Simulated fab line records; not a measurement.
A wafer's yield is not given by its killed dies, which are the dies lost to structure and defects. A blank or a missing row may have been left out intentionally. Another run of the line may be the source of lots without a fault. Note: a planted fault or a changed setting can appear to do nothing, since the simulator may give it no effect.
The tool behind it: which one?	flow sky130	6 lots (18 wafers sampled), 1 step of a 708-step route

## WHAT EACH GAUGE READ, for each wafer
SKY_LI_CONTACT_RS_MEAS_22: measurement is done with a four-point probe.
lot	measured	on	LI_CONTACT_W_RS (ohm/sq)
L396	day 30 18:09	film metro-02	0.2859 0.2871 0.2872
L397	day 31 02:58	film metro-01	0.2852 0.2834 0.2870
L401	day 32 02:13	film metro-03	0.2859 0.2896 0.2839
L407	day 34 01:07	film metro-02	0.2862 0.2868 0.2820
L410	day 34 18:55	film metro-01	0.2819 0.2867 0.2879
L412	day 35 13:25	film metro-02	0.2836 0.2837 0.2838

## EACH LOT AND THE TOOL THAT RAN IT (in order: tool; ch and the chambers of the sampled wafers; start)
Record: no process step prior to these readings.

## THE ANSWER, worked out from the rows above alone
Rule: what is usual is taken from the lots themselves. The widest of any qualifying gaps counts: lots, ordered by their means at a reading, are off when they make up no more than a third of the lots, leave a main group of 4 or more, and stand apart from it by 3 or more times the standard deviation of that group's means. Not used: any main group whose means are identical at the precision the tables above print for the reading. A lot without any number at a reading at which 4 lots or more have one is off too. Where the step has rows for the other lots, those lots are counted as sound.
None of the lots is off at any reading shown; this tells nothing.

## WHAT HAD BEEN PUT IN BY THE SIMULATOR
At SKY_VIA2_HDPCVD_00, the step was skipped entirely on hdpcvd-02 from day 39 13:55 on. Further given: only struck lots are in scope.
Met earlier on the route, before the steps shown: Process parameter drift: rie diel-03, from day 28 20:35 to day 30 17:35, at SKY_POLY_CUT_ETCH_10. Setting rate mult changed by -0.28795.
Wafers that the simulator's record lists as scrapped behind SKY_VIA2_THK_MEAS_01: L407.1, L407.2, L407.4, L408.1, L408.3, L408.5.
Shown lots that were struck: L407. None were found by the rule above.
